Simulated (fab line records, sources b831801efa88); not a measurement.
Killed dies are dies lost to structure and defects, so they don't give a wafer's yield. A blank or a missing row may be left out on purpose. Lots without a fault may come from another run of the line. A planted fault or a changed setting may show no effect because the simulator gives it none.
Chamber matching | flow sfq_line | SFQ_TRILAYER_I2_DEP_PECVD_063 on pecvd-01: 3 sister chambers
The step deposits SiO2 from SiH4/N2O, time 111.11 s, target thk 500 nm. 3 wafers are shown with their chamber, then 7 later ones without.

WAFERS WITH THEIR CHAMBER
wafer  | chamber | throttle_valve_pct (%)
L109.6 | 2       | 24.2
L111.1 | 1       | 22.7
L111.3 | 0       | 23.9

WAFERS WITHOUT THEIR CHAMBER
wafer  | throttle_valve_pct (%)
L111.4 | 24.2
L115.2 | 24.5
L115.3 | 23.9
L115.4 | 22.5
L117.1 | 22.5
L117.2 | 23.9
L117.5 | 22.7

WHICH CHAMBER EACH WENT THROUGH
wafer  | from the rows above     | in truth
L111.4 | can't be placed: 2 or 0 | 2
L115.2 | can't be placed: 2 or 0 | 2
L115.3 | can't be placed: 0 or 2 | 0
L115.4 | 1                       | 1
L117.1 | 1                       | 1
L117.2 | can't be placed: 0 or 2 | 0
L117.5 | 1                       | 1
Placed correctly: 3 of 7. Can't be placed from these rows: 4 (the true chamber is among the candidates in 4). Placed wrongly: 0.
How it was worked out, from the rows above alone: a wafer's distance from a chamber is the root of the sum, over the readings, of the square of ((its reading less the chamber's mean) divided by the reading's scatter). The wafer belongs to the nearest chamber; if the next one is less than 2 further off, it can't be placed. A chamber's mean is the mean of its shown wafers. The scatter: with one shown wafer a chamber, the root of the mean of the squares of how far each hidden wafer lies from its nearest shown one.
